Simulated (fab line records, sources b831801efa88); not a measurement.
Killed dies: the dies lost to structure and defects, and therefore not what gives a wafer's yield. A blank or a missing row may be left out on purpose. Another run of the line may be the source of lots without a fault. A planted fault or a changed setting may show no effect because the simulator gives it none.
Struck lot and sound lot, side by side | flow sfq line | 21 out of 325 route steps
Sound: these wafers, L845.4, L845.5, L845.6. The struck wafers were L855.2, L855.4. The cause is named last.
At each step with rows: each side's tool, then ch and its chambers, then its first start. Under that, the readings that differ: sound wafers | struck wafers | difference of the means | sigmas: that difference in standard deviations of wafers without a fault.
alike: readings whose means differ by less than 2 such deviations, and words and numbers that are the same on both sides. not compared: withheld readings, readings that some wafer has no value for, bounds like >300 that may hide the same value, and numbers for which the record gives no deviation and whose values overlap.
Wherever a step has rows on one side only, a row that says differs or no value, or a row with sigmas, the two part there. When numbers do not overlap yet have no deviation, they are printed without sigmas and do not part them. A reading missing from all wafers of one side parts the sides only when that side holds two or more wafers.

first, 3 steps without rows for these wafers: SFQ_TRILAYER_M7_LITHO_EXPOSE_178 (exposes mask M7, target cd 500 nm); SFQ_TRILAYER_M7_LITHO_PEB_180 (peb time 60 s); SFQ_TRILAYER_M7_LITHO_DEVELOP_179 (time 60 s).
SFQ_M7_OVL_MEAS_945:
  sound: overlay-01 at day 86 06:42; struck: overlay-01 at day 87 21:43
  alike: M7_OVL
then, 1 step without rows for these wafers: SFQ_TRILAYER_M7_BARC_OPEN_METAL_ETCH_229 (etches BARC in O2, target depth 125 nm, time 41.7 s).
SFQ_TRILAYER_M7_ETCH_METAL_ETCH_180: etches Nb in Cl2/Ar, stops on SiO2, target depth 240 nm, time 120 s.
  sound on rie metal-04 ch 0,1, day 86 06:49; struck on rie metal-01 ch 0,1, day 87 21:48
  alike: drypump motor current A, oes product au
  not compared: rf hours counter h
SFQ_TRILAYER_M7_STRIP_STRIP_181: strips in O2.
  sound on rie metal-04 ch 0,1, day 86 07:06; struck on rie metal-01 ch 0,1, day 87 21:56
  alike: drypump motor current A, oes product au
  not compared: rf hours counter h
then, 2 steps without rows for these wafers: SFQ_TRILAYER_M7_STRIP_SOLV_CLEAN_182 (cleans in NMP, time 600 s); SFQ_TRILAYER_I7_DEP_PECVD_183 (deposits SiO2 from SiH4/N2O, time 111.11 s, target thk 500 nm).
SFQ_TRILAYER_I7_CMP_CMP_184: polishes SiO2.
  sound on cmp-01 ch 0,2,3, day 86 15:26; struck on cmp-01 ch 0,2, day 87 23:17
  alike: motor current A, retaining ring pressure frac, time to endpoint s
SFQ_I7_BOW_MEAS_946:
  sound: film metro-03 at day 86 17:00; struck: film metro-04 at day 88 01:49
  alike: I7_BOW
SFQ_TRILAYER_I7_METRO_MEASURE_185:
  sound: film metro-03 at day 86 17:40; struck: film metro-04 at day 88 02:07
  alike: thk nm
SFQ_TRILAYER_I7_VIA_LITHO_COAT_192: resist thk 62 nm.
  sound on litho track-01 ch 0, day 86 18:25; struck on litho track-01 ch 0, day 88 03:10
  reading                                                  | sound          | struck      | difference | sigmas
  model.BARC_of_TRILAYER_I7_VIA_LITHO_COAT_192.thk nm (nm) | 62 62.01 62.22 | 56.28 56.39 | -5.74      |
  alike: chill plate temp C
then, 5 steps without rows for these wafers: SFQ_TRILAYER_I7_VIA_LITHO_COAT_187 (resist thk 650 nm); SFQ_TRILAYER_I7_VIA_LITHO_SOFTBAKE_191; SFQ_TRILAYER_I7_VIA_LITHO_EXPOSE_188 (exposes mask I7, target cd 1000 nm); SFQ_TRILAYER_I7_VIA_LITHO_PEB_190 (peb time 60 s); SFQ_TRILAYER_I7_VIA_LITHO_DEVELOP_189 (time 60 s).
-- the record jumps here: 4 days lie between the struck wafers' starts before and after --
SFQ_I7_OVL_MEAS_947:
  sound: overlay-01 at day 90 00:05; struck: overlay-01 at day 91 22:57
  alike: I7_OVL
SFQ_TRILAYER_I7_VIA_BARC_OPEN_VIA_ETCH_260: etches BARC in O2, target depth 125 nm, time 41.7 s.
  sound on rie diel-01 ch 0,2,3, day 90 00:06; struck on rie diel-01 ch 1,3, day 91 22:59
  reading                  | sound             | struck      | difference | sigmas
  oes product au (a.u.)    | 0.683 0.683 0.686 | 0.657 0.655 | -0.028     | -6
  model.etch.depth nm (nm) | 62 62.01 62.22    | 56.28 56.39 | -5.74      |
  alike: drypump motor current A
  not compared: rf hours counter h
SFQ_TRILAYER_I7_VIA_ETCH_VIA_ETCH_190: etches SiO2 in CHF3, stops on Nb, target depth 260 nm.
  sound on rie diel-01 ch 0,2,3, day 90 00:08; struck on rie diel-01 ch 1,3, day 91 23:01
  alike: drypump motor current A, oes product au

WHERE THEY PART
SFQ_TRILAYER_I7_VIA_BARC_OPEN_VIA_ETCH_260 only, going by this record. Later steps at which nothing parts them and some readings are alike: SFQ_TRILAYER_I7_VIA_ETCH_VIA_ETCH_190.

WHY: what the simulator had put in
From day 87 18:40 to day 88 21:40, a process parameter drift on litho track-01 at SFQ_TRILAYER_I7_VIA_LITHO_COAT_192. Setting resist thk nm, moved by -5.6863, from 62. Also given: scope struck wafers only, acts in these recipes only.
